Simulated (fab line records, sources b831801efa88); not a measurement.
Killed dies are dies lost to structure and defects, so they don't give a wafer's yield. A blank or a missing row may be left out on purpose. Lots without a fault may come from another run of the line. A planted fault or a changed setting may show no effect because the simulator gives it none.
A struck lot beside a sound one | flow sky130 | 45 steps out of a route of 708
Sound: wafers L847.1, L847.4, L847.6. Struck: wafers L838.2, L838.3, L838.5. The cause comes at the end.
At each step with rows: each side's tool, then ch and its chambers, then its first start. Under that, the readings that differ: sound wafers | struck wafers | difference of the means | sigmas: that difference in standard deviations of wafers without a fault.
alike: readings whose means differ by less than 2 such deviations, and words and numbers that are the same on both sides. not compared: withheld readings, readings that some wafer has no value for, bounds like >300 that may hide the same value, and numbers for which the record gives no deviation and whose values overlap.
The two part at a step that has a row with sigmas, a row that says differs or no value, or rows on one side only. Numbers that don't overlap but have no deviation are shown without sigmas and don't part them. A reading that every wafer of one side lacks parts them only if that side has two wafers or more.

SKY_POLY_GATE_THK_MEAS_01:
  sound on film_metro-04, day 18 12:19; struck on film_metro-01, day 15 12:42
  alike: POLY_GATE_CVD_00_THK
then, 8 steps without rows for these wafers: SKY_RES_PROTECT_DEHYDRATE_00 (time 60 s); SKY_RES_PROTECT_HMDS_01 (prime time 60 s); SKY_RES_PROTECT_COAT_02 (resist thk 1140 nm); SKY_RES_PROTECT_SOFTBAKE_03 (time 60 s); SKY_RES_PROTECT_EXPOSE_04 (exposes mask RPM, target cd 1270 nm); SKY_RES_PROTECT_PEB_05; SKY_RES_PROTECT_DEVELOP_06 (develop time 60 s); SKY_POLY_GATE_IMPLANT_02.
SKY_RES_PROTECT_STRIP_07: strips in O2/N2.
  sound on plasma_asher-02 ch 0,1, day 19 19:44; struck on plasma_asher-04 ch 0, day 16 16:46
  reading                     | sound       | struck      | difference | sigmas
  drypump_motor_current_A (A) | 6.4 6.4 5.8 | 5.4 5.4 5.4 | -0.8       | -2
  alike: n2_flow_sccm, oes_product_au, strip_time_to_endpoint_s
  not compared: rf_hours_counter_h
SKY_RES_PROTECT_TW_MEAS_08:
  sound on film_metro-04, day 19 19:50; struck on film_metro-04, day 16 16:53
  alike: POLY_GATE_TW
then, 1 step without rows for these wafers: SKY_RES_PROTECT_CLEAN_09 (cleans in SC1/SC2, time 150 s).
SKY_POLY_GATE_CVD_03: deposits Si3N4 from DCS/NH3, target thk 75 nm, time 1290 s.
  sound on lpcvd-02 ch 1, day 19 19:56; struck on lpcvd-02 ch 0, day 16 18:29
  reading                                     | sound             | struck            | difference | sigmas
  spike_tc_bottom_C (C)                       | 790 789 789       | 781 782 779       | -9         | -2
  model.Si3N4_of_POLY_GATE_CVD_03.thk_nm (nm) | 75.79 75.75 75.35 | 98.24 98.89 98.84 | +23.03     |
  alike: spike_tc_lower_C, zone_power_bottom_pct
SKY_POLY_GATE_THK_MEAS_04:
  sound on film_metro-01, day 19 21:18; struck on film_metro-04, day 16 19:51
  reading                   | sound          | struck         | difference | sigmas
  POLY_GATE_CVD_03_THK (nm) | 75.8 75.8 75.4 | 98.3 98.9 98.9 | +23.0      | +33
then, 8 steps without rows for these wafers: SKY_POLY_GATE_DEHYDRATE_05 (time 60 s); SKY_POLY_GATE_HMDS_06 (prime time 60 s); SKY_POLY_GATE_COAT_07 (resist thk 110 nm); SKY_POLY_GATE_COAT_08 (resist thk 450 nm); SKY_POLY_GATE_SOFTBAKE_09 (time 90 s); SKY_POLY_GATE_EXPOSE_10 (exposes mask P1M, target cd 150 nm); SKY_POLY_GATE_PEB_11; SKY_POLY_GATE_DEVELOP_12 (develop time 60 s).
SKY_POLY_GATE_CD_MEAS_13: target cd 150 nm.
  sound on cd_sem-01, day 21 04:13; struck on cd_sem-02, day 18 01:36
  alike: cd_nm
SKY_POLY_GATE_OVL_MEAS_14:
  sound on overlay-02, day 21 04:20; struck on overlay-01, day 18 01:43
  alike: POLY_GATE_OVL
SKY_POLY_GATE_ETCH_15: etches BARC in N2/H2, stops on SiO2, time 118.5 s, target depth 110 nm.
  sound on rie_diel-03 ch 1,3, day 21 04:22; struck on rie_diel-01 ch 0,1,2, day 18 01:44
  alike: drypump_motor_current_A, n2_flow_sccm, oes_product_au, rf_fwd_power_W, throttle_valve_pct
  not compared: rf_hours_counter_h
SKY_POLY_GATE_ETCH_16: etches Si3N4 in CH3F/O2, stops on poly-Si, time 147.5 s, target depth 75 nm.
  sound on rie_diel-03 ch 1,3, day 21 04:27; struck on rie_diel-01 ch 0,1,2, day 18 01:49
  reading                  | sound             | struck            | difference | sigmas
  oes_product_au (a.u.)    | 0.636 0.642 0.640 | 0.724 0.729 0.722 | +0.086     | +17
  model.etch.depth_nm (nm) | 75.79 75.75 75.35 | 98.24 98.89 98.84 | +23.03     |
  alike: drypump_motor_current_A, rf_fwd_power_W, throttle_valve_pct
  not compared: rf_hours_counter_h
SKY_POLY_GATE_ETCH_17: etches poly-Si in HBr/Cl2, stops on SiO2, target depth 180 nm, time 70.5 s.
  sound on rie_si-02 ch 1,2, day 21 04:33; struck on rie_si-02 ch 0,2,3, day 18 01:55
  alike: HBr_flow_sccm, drypump_motor_current_A, oes_product_au, rf_fwd_power_W, throttle_valve_pct
  not compared: rf_hours_counter_h
SKY_POLY_GATE_STRIP_18: strips in O2/N2.
  sound on plasma_asher-01 ch 0,1, day 21 04:37; struck on plasma_asher-04 ch 0,1, day 18 01:59
  alike: drypump_motor_current_A, n2_flow_sccm, oes_product_au, strip_time_to_endpoint_s
  not compared: rf_hours_counter_h
then, 2 steps without rows for these wafers: SKY_POLY_GATE_CLEAN_19 (cleans in SC1/SC2, time 150 s); SKY_POLY_GATE_OXIDATION_20 (stabilise 600 s, purge 300 s, target thk 4 nm).
SKY_POLY_GATE_THK_MEAS_21:
  sound on film_metro-03, day 21 06:01; struck on film_metro-01, day 18 03:47
  alike: POLY_GATE_OXIDATION_THK
SKY_POLY_GATE_CD_MEAS_22:
  sound on cd_sem-02, day 21 06:04; struck on cd_sem-01, day 18 03:52
  alike: cd_nm
then, 7 steps without rows for these wafers: SKY_LDD_N_DEHYDRATE_00 (time 60 s); SKY_LDD_N_HMDS_01 (prime time 60 s); SKY_LDD_N_COAT_02 (resist thk 300 nm); SKY_LDD_N_SOFTBAKE_03 (time 60 s); SKY_LDD_N_EXPOSE_04 (exposes mask NTM, target cd 840 nm); SKY_LDD_N_PEB_05; SKY_LDD_N_DEVELOP_06 (develop time 60 s).
SKY_LDD_N_OVL_MEAS_07:
  sound on overlay-01, day 22 13:10; struck on overlay-01, day 19 10:20
  alike: LDD_N_OVL
then, 2 steps without rows for these wafers: SKY_LDD_N_IMPLANT_08; SKY_LDD_N_IMPLANT_09.
-- the record jumps here: 5 days lie between the struck wafers' starts before and after (it left off in module LDD_N and takes up again in module LDD_LDN, whose first step shown is number 303 of the route) --
SKY_LDD_LDN_CLEAN_14: cleans in SC1/SC2, time 150 s.
  sound on wet_bench-03 ch 3, day 27 14:59; struck on wet_bench-04 ch 2, day 24 16:10
  reading                                     | sound             | struck            | difference | sigmas
  model.Si3N4_of_POLY_GATE_CVD_03.thk_nm (nm) | 75.65 75.61 75.21 | 98.11 98.76 98.71 | +23.04     |
  alike: bath_heat_duty_pct
SKY_POLY_CUT_ETCH_11: etches Si3N4 in CF4/CH2F2/Ar, stops on poly-Si, time 42.5 s, target depth 60 nm.
  sound on rie_diel-04 ch 0,3, day 28 20:07; struck on rie_diel-04 ch 0,1,2, day 26 00:02
  reading                              | sound             | struck            | difference | sigmas
  oes_product_au (a.u.)                | 0.832 0.835 0.839 | 0.971 0.979 0.959 | +0.134     | +22
  model.etch.depth_nm (nm)             | 62.71 62.97 62.29 | 81.22 81.79 81.53 | +18.86     |
  model.POLY_CUT.feature_depth_nm (nm) | 62.71 62.97 62.29 | 81.22 81.79 81.53 | +18.86     |
  alike: ch2f2_flow_sccm, drypump_motor_current_A, rf_fwd_power_W, throttle_valve_pct
  not compared: rf_hours_counter_h
-- the record jumps here: 21 days lie between the struck wafers' starts before and after (it left off in module POLY_CUT and takes up again in module PAD_OPEN, whose first step shown is number 708 of the route) --
SKY_PAD_OPEN_PROBE_99:
  sound on prober-02, day 48 22:34; struck on prober-01, day 46 21:25
  reading                       | sound         | struck            | difference | sigmas
  model.etest.licon_poly.rc_ohm | 150.5 163 160 | 144.1 146.5 147.2 | -11.9      |
  not compared: model.etest.cap_li_to_poly.c_af_um2

WHERE THEY PART
First at SKY_RES_PROTECT_STRIP_07; last, within this record, at SKY_POLY_CUT_ETCH_11.

WHY: what the simulator had put in
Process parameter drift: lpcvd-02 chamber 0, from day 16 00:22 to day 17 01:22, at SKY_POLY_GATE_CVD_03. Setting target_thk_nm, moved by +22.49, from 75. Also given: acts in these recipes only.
